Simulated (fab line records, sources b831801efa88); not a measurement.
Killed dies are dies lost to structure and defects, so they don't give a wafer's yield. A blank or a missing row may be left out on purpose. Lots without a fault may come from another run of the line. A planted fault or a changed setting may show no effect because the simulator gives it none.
Which tool did it? | flow gf180mcu | 14 lots, 42 wafers sampled, at 2 steps of a route of 602

WHAT THE GAUGES READ, wafer by wafer
GF_LVPWELL_OVL_MEAS_07.
lot  | measured    | on         | LVPWELL_OVL (nm)
L559 | day 3 20:06 | overlay-01 | 0.6 0.1 -0.4
L561 | day 4 07:41 | overlay-02 | -1.9 -0.5 -0.7
L562 | day 4 12:28 | overlay-02 | -0.6 1.3 1.2
L563 | day 4 18:33 | overlay-02 | -2.7 0.0 0.6
L565 | day 5 06:05 | overlay-01 | -0.4 0.1 0.7
L570 | day 6 10:19 | overlay-01 | 4.2 2.7 2.2
L571 | day 6 16:00 | overlay-01 | 0.4 0.5 -1.6
L572 | day 6 23:40 | overlay-02 | 0.7 1.3 2.6
L573 | day 7 05:51 | overlay-02 | 1.0 1.2 -1.2
L574 | day 7 10:38 | overlay-02 | 2.4 1.0 2.3
L575 | day 7 15:03 | overlay-02 | -0.3 0.1 0.6
L580 | day 8 17:06 | overlay-01 | -4.0 -2.9 -3.7
L581 | day 8 23:01 | overlay-02 | 2.7 -0.6 3.6
L582 | day 9 07:53 | overlay-02 | 0.1 -0.4 -0.4

WHICH TOOL RAN EACH LOT (tool, then ch and the chambers of the sampled wafers, then the start)
lot  | GF_STI_WET_ETCH_17
L559 | wet_bench-04 ch 1, day 2 01:32
L561 | wet_bench-04 ch 2, day 2 11:11
L562 | wet_bench-04 ch 3, day 2 16:29
L563 | wet_bench-03 ch 0, day 2 22:07
L565 | wet_bench-03 ch 0, day 3 09:13
L570 | wet_bench-03 ch 0, day 4 10:26
L571 | wet_bench-04 ch 1, day 4 16:32
L572 | wet_bench-03 ch 3, day 4 22:05
L573 | wet_bench-03 ch 0, day 5 01:59
L574 | wet_bench-04 ch 2, day 5 07:05
L575 | wet_bench-01 ch 0, day 5 11:56
L580 | wet_bench-04 ch 0, day 6 13:49
L581 | wet_bench-01 ch 2, day 6 19:01
L582 | wet_bench-01 ch 3, day 7 01:29
- GF_STI_WET_ETCH_17: etches Si3N4 in H3PO4, target depth 45 nm, time 514 s.

WHAT THE TOOLS THEMSELVES READ (means of the sampled wafers that have a number; where no wafer has one, the mark that the record gives instead)
GF_STI_WET_ETCH_17.
lot  | tool         | bath_heat_duty_pct (%) | run_length_s (s)
L559 | wet_bench-04 | 25.8                   | 540
L561 | wet_bench-04 | 29.6                   | 539
L562 | wet_bench-04 | 25.5                   | 541
L563 | wet_bench-03 | 25.7                   | 547
L565 | wet_bench-03 | 25.1                   | 538
L570 | wet_bench-03 | 25.7                   | 540
L571 | wet_bench-04 | 26.5                   | 548
L572 | wet_bench-03 | 27.5                   | 1062
L573 | wet_bench-03 | 24.1                   | 1053
L574 | wet_bench-04 | 28.3                   | 540
L575 | wet_bench-01 | 27.0                   | 541
L580 | wet_bench-04 | 28.3                   | 539
L581 | wet_bench-01 | 27.1                   | 541
L582 | wet_bench-01 | 23.2                   | 538

THE ANSWER, worked out from the rows above alone
Rule: what is usual is taken from the lots themselves. Put in order of their means at a reading, lots are off if they are a third of the lots or fewer, leave a main group of 4 or more, and stand apart from it by a gap of 3 or more times the standard deviation of the main group's means; of several such gaps the widest counts. A main group whose means are all the same, to the digits that the tables above print for the reading, isn't used. A lot without any number at a reading at which 4 lots or more have one is off too. The other lots that the step has rows for count as sound. The gauges are gone through in route order, then the tools' own readings, and for those a lot's mean is taken as printed above. The first step at which some lot is off is used, and at that step the reading that is off furthest; a lot without a number counts as furthest.
Off: L572, L573, at GF_STI_WET_ETCH_17 (run_length_s). The main group: mean 541 s, standard deviation 3.1.
A tool fits if, at that step or a process step before it, it ran every lot that is off, and no sound lot after the first of them. One fits: wet_bench-03 at GF_STI_WET_ETCH_17. Its last sound lot is L570 (day 4 10:26), its first lot that is off L572 (day 4 22:05): a fault that began between those two fits.
The tool's own readings at GF_STI_WET_ETCH_17 bear it out: on the lots that are off they differ by more than 5 times the standard deviation of the sound lots' means. run_length_s reads 1058 s there against 541 s on the sound lots.

WHAT THE SIMULATOR HAD PUT IN
Process parameter drift: wet_bench-03, from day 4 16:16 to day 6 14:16, at GF_STI_WET_ETCH_17. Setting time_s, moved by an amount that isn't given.
Lots struck among those shown: L572, L573. The rule above found the same.
